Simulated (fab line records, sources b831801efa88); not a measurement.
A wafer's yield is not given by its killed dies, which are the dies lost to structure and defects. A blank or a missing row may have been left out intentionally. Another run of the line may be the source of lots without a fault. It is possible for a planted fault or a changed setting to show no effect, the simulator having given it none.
Matching of chambers    flow sky130    SKY_PASSIVATION_CVD_02 on pecvd-02: 3 sister chambers
The step deposits Si3N4, target thk 540 nm. 20 wafers are shown with their chamber, then 10 later ones without.

## WAFERS, EACH WITH ITS CHAMBER
wafer   chamber  heaterPowerW (W)
L076.1  2        665
L076.4  1        596
L076.6  2        708
L080.1  2        729
L080.2  0        680
L080.3  1        702
L082.2  0        687
L082.3  1        630
L082.4  0        698
L083.1  1        704
L083.2  2        655
L083.5  0        555
L085.2  0        678
L085.3  1        625
L085.4  0        707
L087.1  2        694
L087.3  1        686
L087.5  2        725
L088.2  0        663
L088.4  1        650

SIGNATURES, as means of the wafers listed above
reading       chamber 0  chamber 1  chamber 2  scatter within a chamber
heaterPowerW  666.86     656.14     696.00     42.8
Rule: for each reading, subtract the chamber's mean from the wafer's reading, divide by that reading's scatter and square the result; add these up over the readings and take the root, which gives the wafer's distance from the chamber. The wafer belongs to the nearest chamber; if the next one is less than 2 further off, it can't be placed. How the scatter is found: for the shown wafers, subtract from each reading the mean of its chamber, square and add these, divide the total by (wafers less chambers), then take the root.

## WAFERS WHOSE CHAMBER IS MISSING
wafer   heaterPowerW (W)
L088.5  678
L092.1  698
L092.4  571
L092.5  736
L094.2  719
L094.3  707
L094.6  667
L096.2  690
L096.3  697
L096.5  711

## WHICH CHAMBER EACH WENT THROUGH
wafer   from the rows above           in truth
L088.5  can't be placed: 0 or 2 or 1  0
L092.1  can't be placed: 2 or 0 or 1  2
L092.4  can't be placed: 1 or 0 or 2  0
L092.5  can't be placed: 2 or 0 or 1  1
L094.2  can't be placed: 2 or 0 or 1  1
L094.3  can't be placed: 2 or 0 or 1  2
L094.6  can't be placed: 0 or 1 or 2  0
L096.2  can't be placed: 2 or 0 or 1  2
L096.3  can't be placed: 2 or 0 or 1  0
L096.5  can't be placed: 2 or 0 or 1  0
Correctly placed: 0 of 10. From these rows, 10 cannot be placed; in 10 the true chamber is one of the candidates. Placed wrongly: 0.
